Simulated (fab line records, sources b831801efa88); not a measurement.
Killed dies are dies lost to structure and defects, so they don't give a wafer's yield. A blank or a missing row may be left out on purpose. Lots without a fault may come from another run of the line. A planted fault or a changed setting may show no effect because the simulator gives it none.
fab line records | flow sfq_line | part 1 of 2: steps 1 to 30 of 39
record lots=5 wafers=15 last_day=88
route steps=325 shown M1@65 I1@73 M2@88 I2@103
lots that met no fault: from a run of the same line without faults
start_h: hours from the record's first day to the start of the lot's first wafer shown | wait_h: hours since the lot's step before | " the same as in the row above | L1.1+2: a row that stands for several wafers | - no value, or no start given | * or withheld: withheld | < > ~ a bound
route shown NAME@n: a module of which the file shows steps, and the number in the route of the first | usual: mean/standard deviation of fault-free wafers | same: alike in all rows | chamber/n: place in a boat | sites: the reading at each site | _std_site: their standard deviation | _edge_site: outer sites' mean less inner sites' | radius_mm: how far each site lies from the wafer's centre | mask NAME#n: copy n | behind: the tool/chamber that last shaped the wafer | hold: why the lot was held/for how many hours/how that ended | device: the transistor (n, p or np) that didn't switch | end of line: the same wafers' tests at the end of the route | a step without rows: its recipe alone | killed: dies lost to structure and defects at the first sort, not the wafer's yield | map: a wafer's dies, x killed, . not, _ none there
set.NAME: the setting as run; set.NAME@STEP: as run at that earlier step | model.NAME: the simulator's own value behind a step, which no gauge read
lots at some steps of the route; a table a step, a row a wafer
services: from which hour (start_h, from the record's first day; less than 0 if before it) a tool's chamber was out of use, for how many hours, and why
## steps
# step SFQ_TRILAYER_M1_LITHO_EXPOSE_040
# recipe mask_id=M1 na=0.6 source_shape=conventional sigma_outer=0.65 target_cd_nm=500 dose_mj=14.4
# columns lot.wafer tool chamber start_h wait_h mask
L075.2+3+6 krf_scanner-02 0 548.91 - M1#0
L082.1+5+6 krf_scanner-01 0 623.67 - M1#0
L083.1+3+4 krf_scanner-01 0 632.07 - M1#0
L087.3+4+6 krf_scanner-02 0 667.38 - M1#0
L092.3+4+6 krf_scanner-01 0 713.87 - M1#0
# step SFQ_TRILAYER_M1_LITHO_PEB_042
# recipe peb_temp_c=115 peb_time_s=60 resist=KrF
# columns lot.wafer tool chamber start_h wait_h
L075.2+3+6 litho_track-01 0 549.93 0.8
L082.1+5+6 litho_track-01 0 624.87 1.0
L083.1+3+4 litho_track-03 0 633.27 1.0
L087.3+4+6 litho_track-01 0 668.23 0.7
L092.3+4+6 litho_track-03 0 714.72 0.7
# step SFQ_TRILAYER_M1_LITHO_DEVELOP_041
# recipe time_s=60 resist=KrF
# columns lot.wafer tool chamber start_h wait_h
L075.2+3+6 litho_track-01 0 550.08 0.1
L082.1+5+6 litho_track-01 0 625.02 0.1
L083.1+3+4 litho_track-03 0 633.42 0.1
L087.3+4+6 litho_track-01 0 668.38 0.1
L092.3+4+6 litho_track-03 0 714.87 0.1
# step SFQ_M1_OVL_MEAS_911
# usual M1_OVL=0/6.1
# columns lot.wafer tool chamber start_h wait_h M1_OVL[nm]
L075.2 overlay-02 - 550.21 0.1 -5
L075.3 " - " " 5
L075.6 " - " " -3
L082.1 overlay-02 - 625.17 0.1 4
L082.5 " - " " 0
L082.6 " - " " -4
L083.1 overlay-01 - 633.57 0.1 9
L083.3 " - " " 8
L083.4 " - " " 4
L087.3 overlay-01 - 668.49 0.1 7
L087.4 " - " " -2
L087.6 " - " " -3
L092.3 overlay-02 - 714.98 0.1 -7
L092.4 " - " " -5
L092.6 " - " " 1
# step SFQ_TRILAYER_M1_BARC_OPEN_METAL_ETCH_054
# recipe mask_material=PR chemistry=O2 target_depth_nm=125 target=BARC icp_w=600 bias_w=80 pressure_mtorr=10 time_s=41.7
# usual drypump_motor_current_A=5.5/0.45 oes_product_au=0.688/0.0044
# columns lot.wafer tool chamber start_h wait_h drypump_motor_current_A oes_product_au rf_hours_counter_h
L075.2 rie_metal-04 0 550.24 0.0 5.8 0.696 67
L075.3 " 0 " " 5.8 0.691 -
L075.6 " 1 " " 6.0 0.687 -
L082.1 rie_metal-02 0 625.21 0.0 5.1 0.686 31
L082.5 " 0 " " 5.1 0.694 -
L082.6 " 1 " " 5.4 0.689 -
L083.1 rie_metal-02 0 633.61 0.0 5.0 0.696 32
L083.3 " 1 " " 5.4 0.688 -
L083.4 " 0 " " 5.1 0.688 -
L087.3 rie_metal-03 1 668.53 0.0 6.4 0.694 -
L087.4 " 0 " " 6.0 0.686 -
L087.6 " 0 " " 6.0 0.689 -
L092.3 rie_metal-02 1 715.03 0.0 5.4 0.684 -
L092.4 " 0 " " 5.1 0.684 -
L092.6 " 0 " " 5.1 0.685 -
# step SFQ_TRILAYER_M1_ETCH_METAL_ETCH_042
# recipe target=Nb stop_on=SiO2 mask_material=PR chemistry=Cl2/Ar target_depth_nm=240 icp_w=600 bias_w=80 pressure_mtorr=10 time_s=120
# usual drypump_motor_current_A=5.5/0.45 oes_product_au=0.892/0.0078
# columns lot.wafer tool chamber start_h wait_h drypump_motor_current_A oes_product_au rf_hours_counter_h
L075.2 rie_metal-04 0 550.30 0.0 5.8 0.888 67
L075.3 " 0 " " 5.8 0.884 -
L075.6 " 1 " " 6.0 0.892 -
L082.1 rie_metal-02 0 625.27 0.0 5.1 0.886 31
L082.5 " 0 " " 5.1 0.883 -
L082.6 " 1 " " 5.4 0.891 -
L083.1 rie_metal-02 0 633.67 0.0 5.1 0.894 32
L083.3 " 1 " " 5.4 0.901 -
L083.4 " 0 " " 5.1 0.891 -
L087.3 rie_metal-03 1 668.61 0.1 6.4 0.894 -
L087.4 " 0 " " 6.0 0.898 -
L087.6 " 0 " " 6.0 0.888 -
L092.3 rie_metal-02 1 715.11 0.1 5.4 0.903 -
L092.4 " 0 " " 5.1 0.883 -
L092.6 " 0 " " 5.1 0.898 -
# step SFQ_TRILAYER_M1_STRIP_STRIP_043
# recipe gas=O2 power_w=200 platen_temp_c=40 overash_fraction=0.65 chemistry=O2 pressure_mtorr=50
# usual drypump_motor_current_A=5.5/0.45 oes_product_au=0.996/0.01
# columns lot.wafer tool chamber start_h wait_h drypump_motor_current_A oes_product_au rf_hours_counter_h
L075.2 rie_metal-04 0 550.43 0.1 5.8 1.017 67
L075.3 " 0 " " 5.8 1.008 -
L075.6 " 1 " " 6.0 1.001 -
L082.1 rie_metal-02 0 625.39 0.1 5.1 0.980 31
L082.5 " 0 " " 5.1 0.972 -
L082.6 " 1 " " 5.4 0.991 -
L083.1 rie_metal-02 0 633.79 0.1 5.1 0.991 32
L083.3 " 1 " " 5.4 0.989 -
L083.4 " 0 " " 5.0 0.998 -
L087.3 rie_metal-03 1 668.90 0.2 6.4 1.007 -
L087.4 " 0 " " 6.0 1.010 -
L087.6 " 0 " " 6.0 1.015 -
L092.3 rie_metal-02 1 715.39 0.2 5.4 0.985 -
L092.4 " 0 " " 5.1 1.002 -
L092.6 " 0 " " 5.1 1.002 -
# step SFQ_TRILAYER_M1_STRIP_SOLV_CLEAN_044
# recipe chemistry=NMP temp_c=70 time_s=600
# columns lot.wafer tool chamber start_h wait_h
L075.2+3+6 wet_bench-04 4,6,7 551.03 0.4
L082.1+5+6 wet_bench-03 6,7,5 625.99 0.4
L083.1+3+4 wet_bench-03 6,5,2 634.39 0.4
L087.3+4+6 wet_bench-03 0,7,5 669.30 0.2
L092.3+4+6 wet_bench-03 0,7,6 715.79 0.2
# step SFQ_TRILAYER_I1_DEP_PECVD_045
# recipe material=SiO2 temp_c=150 time_s=111.11 pressure_torr=2.4 rf_w=183.3 precursor=SiH4/N2O target_thk_nm=500
# usual heater_power_w=85/8.7 susceptor_temp_C=150.01/0.13 throttle_valve_pct=24.1/1.1
# columns lot.wafer tool chamber start_h wait_h heater_power_w susceptor_temp_C throttle_valve_pct
L075.2 pecvd-01 0 551.20 0.0 77 149.99 24.5
L075.3 " 1 " " 76 150.06 23.6
L075.6 " 0 " " 82 149.89 24.6
L082.1 pecvd-03 0 626.17 0.0 68 150.00 22.3
L082.5 " 2 " " 94 149.99 25.0
L082.6 " 1 " " 92 150.22 24.7
L083.1 pecvd-02 1 634.57 0.0 86 150.16 23.2
L083.3 " 0 " " 87 149.96 25.9
L083.4 " 1 " " 90 150.12 23.4
L087.3 pecvd-02 2 669.47 0.0 85 150.01 23.9
L087.4 " 1 " " 85 150.02 23.0
L087.6 " 2 " " 68 150.07 23.7
L092.3 pecvd-02 2 715.97 0.0 82 149.84 23.8
L092.4 " 2 " " 85 149.89 24.1
L092.6 " 1 " " 100 149.93 23.1
# step SFQ_TRILAYER_I1_CMP_CMP_046
# recipe material=SiO2 down_force_psi=3 platen_rpm=60 pad_velocity_m_s=0.94248
# usual edge_zone_pressure_frac=0.999/0.0049 motor_current_A=9.8/0.87 platen_rpm=60.01/0.036 time_to_endpoint_s=212/8.6
# columns lot.wafer tool chamber start_h wait_h edge_zone_pressure_frac motor_current_A platen_rpm time_to_endpoint_s
L075.3 cmp-02 3 551.78 0.5 0.997 9.6 60.01 209
L075.2 " 0 " " 1.002 9.9 60.01 195
L075.6 " 2 553.28 2.0 0.996 10.3 60.00 218
L082.1 cmp-01 1 627.93 1.7 1.000 10.1 59.96 205
L082.6 " 1 629.93 3.7 1.004 10.2 60.02 205
L082.5 " 2 " " 1.000 10.0 59.98 206
L083.1 cmp-01 0 637.31 2.7 0.996 8.2 60.00 219
L083.3 " 1 " " 0.999 9.8 60.06 215
L083.4 " 2 " " 0.996 10.6 59.98 212
L087.4 cmp-02 1 670.55 1.0 0.996 8.2 60.04 212
L087.3 " 2 " " 1.006 10.2 59.96 215
L087.6 " 0 672.05 2.5 0.997 10.3 59.93 206
L092.3 cmp-01 1 718.05 2.0 0.997 9.8 60.04 203
L092.4 " 0 719.55 3.5 0.988 8.3 59.99 218
L092.6 " 1 " " 0.994 9.8 59.98 211
# step SFQ_I1_BOW_MEAS_912
# recipe mode=bow
# usual I1_BOW=1/7.4
# columns lot.wafer tool chamber start_h wait_h I1_BOW[um]
L075.2 film_metro-01 - 554.30 1.5 -10
L075.3 " - " " -8
L075.6 " - " " 6
L082.1 film_metro-01 - 630.93 2.5 4
L082.5 " - " " -5
L082.6 " - " " -8
L083.1 film_metro-01 - 640.31 2.5 3
L083.3 " - " " 5
L083.4 " - " " 4
L087.3 film_metro-02 - 672.59 1.0 -9
L087.4 " - " " -17
L087.6 " - " " -6
L092.3 film_metro-02 - 721.09 2.5 -9
L092.4 " - " " -3
L092.6 " - " " -6
# step SFQ_TRILAYER_I1_METRO_MEASURE_047
# usual thk_nm=199.6/1.3
# columns lot.wafer tool chamber start_h wait_h thk_nm
L075.2 film_metro-01 - 554.60 0.3 200.0
L075.3 " - " " 199.8
L075.6 " - " " 200.7
L082.1 film_metro-01 - 631.05 0.1 198.9
L082.5 " - " " 198.3
L082.6 " - " " 200.0
L083.1 film_metro-01 - 640.43 0.1 201.7
L083.3 " - " " 200.6
L083.4 " - " " 198.7
L087.3 film_metro-02 - 673.07 0.5 199.2
L087.4 " - " " 200.0
L087.6 " - " " 198.4
L092.3 film_metro-02 - 721.57 0.5 200.1
L092.4 " - " " 201.9
L092.6 " - " " 200.3
# step SFQ_TRILAYER_I1_VIA_LITHO_COAT_054
# recipe resist=BARC spin_rpm=3000 resist_thk_nm=62
# columns lot.wafer tool chamber start_h wait_h
L075.2+3+6 litho_track-02 0 555.65 0.8
L082.1+5+6 litho_track-01 0 632.25 1.0
L083.1+3+4 litho_track-02 0 641.63 1.0
L087.3+4+6 litho_track-01 0 673.97 0.7
L092.3+4+6 litho_track-01 0 722.47 0.7
# step SFQ_TRILAYER_I1_VIA_LITHO_COAT_049
# recipe resist=KrF spin_rpm=3000 resist_thk_nm=650
# columns lot.wafer tool chamber start_h wait_h
L075.2+3+6 litho_track-02 0 555.95 0.2
L082.1+5+6 litho_track-01 0 632.55 0.2
L083.1+3+4 litho_track-02 0 641.93 0.2
L087.3+4+6 litho_track-01 0 674.27 0.2
L092.3+4+6 litho_track-01 0 722.77 0.2
# step SFQ_TRILAYER_I1_VIA_LITHO_SOFTBAKE_053
# recipe temp_c=withheld time_s=withheld resist=KrF
# columns lot.wafer tool chamber start_h wait_h
L075.2+3+6 litho_track-02 0 556.23 0.2
L082.1+5+6 litho_track-01 0 632.85 0.2
L083.1+3+4 litho_track-02 0 642.23 0.2
L087.3+4+6 litho_track-01 0 674.52 0.2
L092.3+4+6 litho_track-01 0 723.02 0.2
# step SFQ_TRILAYER_I1_VIA_LITHO_EXPOSE_050
# recipe mask_id=I1 na=0.6 source_shape=conventional sigma_outer=0.65 target_cd_nm=500 dose_mj=21.71
# columns lot.wafer tool chamber start_h wait_h mask
L075.2+3+6 krf_scanner-01 0 711.27 - I1#0
L082.1+5+6 krf_scanner-01 0 774.77 - I1#0
L083.1+3+4 krf_scanner-01 0 779.57 - I1#0
L087.3+4+6 krf_scanner-01 0 796.77 - I1#0
L092.3+4+6 krf_scanner-01 0 844.77 - I1#0
# step SFQ_TRILAYER_I1_VIA_LITHO_PEB_052
# recipe peb_temp_c=115 peb_time_s=60 resist=KrF
# columns lot.wafer tool chamber start_h wait_h
L075.2+3+6 litho_track-02 0 712.30 0.8
L082.1+5+6 litho_track-03 0 775.97 1.0
L083.1+3+4 litho_track-03 0 780.77 1.0
L087.3+4+6 litho_track-03 0 797.62 0.7
L092.3+4+6 litho_track-03 0 845.71 0.7
# step SFQ_TRILAYER_I1_VIA_LITHO_DEVELOP_051
# recipe time_s=60 resist=KrF
# columns lot.wafer tool chamber start_h wait_h
L075.2+3+6 litho_track-02 0 712.45 0.1
L082.1+5+6 litho_track-03 0 776.12 0.1
L083.1+3+4 litho_track-03 0 780.92 0.1
L087.3+4+6 litho_track-03 0 797.77 0.1
L092.3+4+6 litho_track-03 0 845.86 0.1
# step SFQ_I1_OVL_MEAS_913
# usual I1_OVL=2/4.7
# columns lot.wafer tool chamber start_h wait_h I1_OVL[nm]
L075.2 overlay-02 - 712.58 0.1 4
L075.3 " - " " 7
L075.6 " - " " 3
L082.1 overlay-02 - 776.27 0.1 6
L082.5 " - " " 5
L082.6 " - " " 1
L083.1 overlay-02 - 781.07 0.1 4
L083.3 " - " " 8
L083.4 " - " " 5
L087.3 overlay-02 - 797.88 0.1 -6
L087.4 " - " " -9
L087.6 " - " " -3
L092.3 overlay-01 - 845.97 0.1 6
L092.4 " - " " 3
L092.6 " - " " 2
# step SFQ_TRILAYER_I1_VIA_BARC_OPEN_VIA_ETCH_071
# recipe mask_material=PR chemistry=O2 target_depth_nm=125 target=BARC source_w=500 bias_w=80 pressure_mtorr=30 time_s=41.7
# usual drypump_motor_current_A=6.0/0.4 oes_product_au=0.685/0.0045
# columns lot.wafer tool chamber start_h wait_h drypump_motor_current_A oes_product_au rf_hours_counter_h
L075.2 rie_diel-02 0 712.61 0.0 6.1 0.688 3
L075.3 " 3 " " 6.3 0.684 1
L075.6 " 1 " " 5.0 0.683 -
L082.1 rie_diel-03 1 776.31 0.0 6.1 0.686 8
L082.5 " 2 " " 6.3 0.683 -
L082.6 " 3 " " 6.2 0.685 -
L083.1 rie_diel-01 2 781.11 0.0 6.0 0.684 6
L083.3 " 1 " " 6.3 0.687 40
L083.4 " 3 " " 5.6 0.687 -
L087.3 rie_diel-03 1 797.91 0.0 6.2 0.682 8
L087.4 " 0 " " 5.7 0.685 -
L087.6 " 3 " " 6.3 0.680 -
L092.3 rie_diel-03 2 845.99 0.0 6.3 0.688 3
L092.4 " 1 " " 6.2 0.680 8
L092.6 " 3 " " 6.3 0.688 -
# step SFQ_TRILAYER_I1_VIA_ETCH_VIA_ETCH_052
# recipe target=SiO2 stop_on=Nb mask_material=PR taper_deg=20 chemistry=CHF3 target_depth_nm=260 source_w=480.9 bias_w=80 pressure_mtorr=30 time_s=withheld
# usual drypump_motor_current_A=6.0/0.4 oes_product_au=0.853/0.0051
# columns lot.wafer tool chamber start_h wait_h drypump_motor_current_A oes_product_au
L075.2 rie_diel-02 0 712.65 0.0 6.0 0.860
L075.3 " 3 " " 6.3 0.852
L075.6 " 1 " " 5.0 0.859
L082.1 rie_diel-03 1 776.35 0.0 6.2 0.849
L082.5 " 2 " " 6.4 0.851
L082.6 " 3 " " 6.2 0.864
L083.1 rie_diel-01 2 781.15 0.0 6.0 0.855
L083.3 " 1 " " 6.3 0.854
L083.4 " 3 " " 5.6 0.850
L087.3 rie_diel-03 1 797.95 0.0 6.2 0.850
L087.4 " 0 " " 5.8 0.852
L087.6 " 3 " " 6.3 0.849
L092.3 rie_diel-03 2 846.03 0.0 6.4 0.849
L092.4 " 1 " " 6.2 0.856
L092.6 " 3 " " 6.3 0.859
# step SFQ_TRILAYER_I1_VIA_STRIP_STRIP_053
# recipe gas=O2 power_w=200 platen_temp_c=40 overash_fraction=0.65 chemistry=O2 pressure_mtorr=50
# usual drypump_motor_current_A=5.8/0.47 oes_product_au=0.999/0.0089
# columns lot.wafer tool chamber start_h wait_h drypump_motor_current_A oes_product_au rf_hours_counter_h
L075.2 rie_metal-01 1 712.76 - 5.9 1.000 128
L075.3 " 1 " " 6.0 1.004 -
L075.6 " 1 " " 6.0 0.997 -
L082.1 rie_metal-01 0 776.46 - 6.1 1.005 70
L082.5 " 0 " " 6.1 1.000 -
L082.6 " 0 " " 6.1 0.998 -
L083.1 rie_metal-01 0 781.26 - 6.1 1.016 71
L083.3 " 0 " " 6.1 0.999 -
L083.4 " 0 " " 6.1 1.007 -
L087.3 rie_metal-03 0 798.26 - 6.0 1.012 -
L087.4 " 1 " " 6.4 1.010 -
L087.6 " 0 " " 6.0 1.010 -
L092.3 rie_metal-03 1 846.35 - 6.4 0.998 -
L092.4 " 0 " " 6.0 1.000 -
L092.6 " 0 " " 6.0 1.003 -
# step SFQ_TRILAYER_I1_VIA_STRIP_SOLV_CLEAN_054
# recipe chemistry=NMP temp_c=70 time_s=600
# columns lot.wafer tool chamber start_h wait_h
L075.2+3+6 wet_bench-04 0,5,7 713.36 0.4
L082.1+5+6 wet_bench-02 7,5,6 777.66 1.0
L083.1+3+4 wet_bench-02 4,0,5 782.46 1.0
L087.3+4+6 wet_bench-04 7,3,1 798.66 0.2
L092.3+4+6 wet_bench-02 6,2,3 846.75 0.2
# step SFQ_TRILAYER_M2_DEP_PRE_CLEAN_056
# recipe gas=Ar time_s=22.5 bias_v=250
# columns lot.wafer tool chamber start_h wait_h
L075.2+3+6 pvd_sputter-05 - 713.53 0.0
L082.1+5+6 pvd_sputter-04 - 777.83 0.0
L083.1+3+4 pvd_sputter-06 - 782.63 0.0
L087.3+4+6 pvd_sputter-04 - 798.83 0.0
L092.3+4+6 pvd_sputter-04 - 846.92 0.0
# step SFQ_TRILAYER_M2_DEP_SPUTTER_055
# recipe material=Nb base_pressure_pa=1.33e-06 chamber_pressure_pa=0.1333 substrate_temp_c=20 resputter_cathode_voltage_v=400 target_thk_nm=200 power_w=2000 time_s=133.3
# usual base_pressure_pa=1.32e-06/8e-08 throttle_valve_pct=30.3/1.2
# columns lot.wafer tool chamber start_h wait_h base_pressure_pa throttle_valve_pct
L075.2 pvd_sputter-05 - 713.56 0.0 1.39e-06 30.5
L075.3 " - " " 1.49e-06 31.1
L075.6 " - " " 1.26e-06 30.9
L082.1 pvd_sputter-04 - 777.86 0.0 1.2e-06 29.6
L082.5 " - " " 1.27e-06 28.9
L082.6 " - " " 1.47e-06 29.5
L083.1 pvd_sputter-06 - 782.66 0.0 1.47e-06 32.6
L083.3 " - " " 1.48e-06 30.7
L083.4 " - " " 1.35e-06 29.5
L087.3 pvd_sputter-04 - 798.86 0.0 1.35e-06 29.7
L087.4 " - " " 1.45e-06 28.4
L087.6 " - " " 1.54e-06 28.4
L092.3 pvd_sputter-04 - 846.95 0.0 1.33e-06 29.5
L092.4 " - " " 1.33e-06 28.8
L092.6 " - " " 1.29e-06 28.7
# step SFQ_M2_RS_MEAS_914
# recipe thk_meas_gauge=four-point-probe reads=Nb_of_TRILAYER_M2_DEP_SPUTTER_055
# usual M2_NB_RS=0.892/0.0092
# columns lot.wafer tool chamber start_h wait_h M2_NB_RS[ohm/sq]
L075.2 film_metro-02 - 713.67 0.1 0.875
L075.3 " - " " 0.879
L075.6 " - " " 0.875
L082.1 film_metro-03 - 777.95 0.0 0.883
L082.5 " - " " 0.880
L082.6 " - " " 0.890
L083.1 film_metro-04 - 782.75 0.0 0.882
L083.3 " - " " 0.887
L083.4 " - " " 0.887
L087.3 film_metro-03 - 798.99 0.1 0.899
L087.4 " - " " 0.894
L087.6 " - " " 0.897
L092.3 film_metro-02 - 847.08 0.1 0.906
L092.4 " - " " 0.900
L092.6 " - " " 0.898
# step SFQ_TRILAYER_M2_LITHO_COAT_062
# recipe resist=BARC spin_rpm=3000 resist_thk_nm=62
# columns lot.wafer tool chamber start_h wait_h
L075.2+3+6 litho_track-02 0 713.88 0.1
L082.1+5+6 litho_track-02 0 778.13 0.1
L083.1+3+4 litho_track-01 0 782.93 0.1
L087.3+4+6 litho_track-04 0 799.23 0.1
L092.3+4+6 litho_track-02 0 847.32 0.1
# step SFQ_TRILAYER_M2_LITHO_COAT_057
# recipe resist=KrF spin_rpm=3000 resist_thk_nm=600
# columns lot.wafer tool chamber start_h wait_h
L075.2+3+6 litho_track-02 0 714.18 0.2
L082.1+5+6 litho_track-02 0 778.43 0.2
L083.1+3+4 litho_track-01 0 783.23 0.2
L087.3+4+6 litho_track-04 0 799.53 0.2
L092.3+4+6 litho_track-02 0 847.62 0.2
# step SFQ_TRILAYER_M2_LITHO_SOFTBAKE_061
# recipe temp_c=withheld time_s=withheld resist=KrF
# columns lot.wafer tool chamber start_h wait_h
L075.2+3+6 litho_track-02 0 714.46 0.2
L082.1+5+6 litho_track-02 0 778.73 0.2
L083.1+3+4 litho_track-01 0 783.53 0.2
L087.3+4+6 litho_track-04 0 799.78 0.2
L092.3+4+6 litho_track-02 0 847.87 0.2
# step SFQ_TRILAYER_M2_LITHO_EXPOSE_058
# recipe mask_id=M2 na=0.6 source_shape=conventional sigma_outer=0.65 target_cd_nm=500 dose_mj=14.4
# columns lot.wafer tool chamber start_h wait_h mask
L075.2+3+6 krf_scanner-01 0 836.17 - M2#0
L082.1+5+6 krf_scanner-01 0 903.75 - M2#0
L083.1+3+4 krf_scanner-01 0 913.45 - M2#0
L087.3+4+6 krf_scanner-01 0 930.20 - M2#0
L092.3+4+6 krf_scanner-01 0 969.80 - M2#0
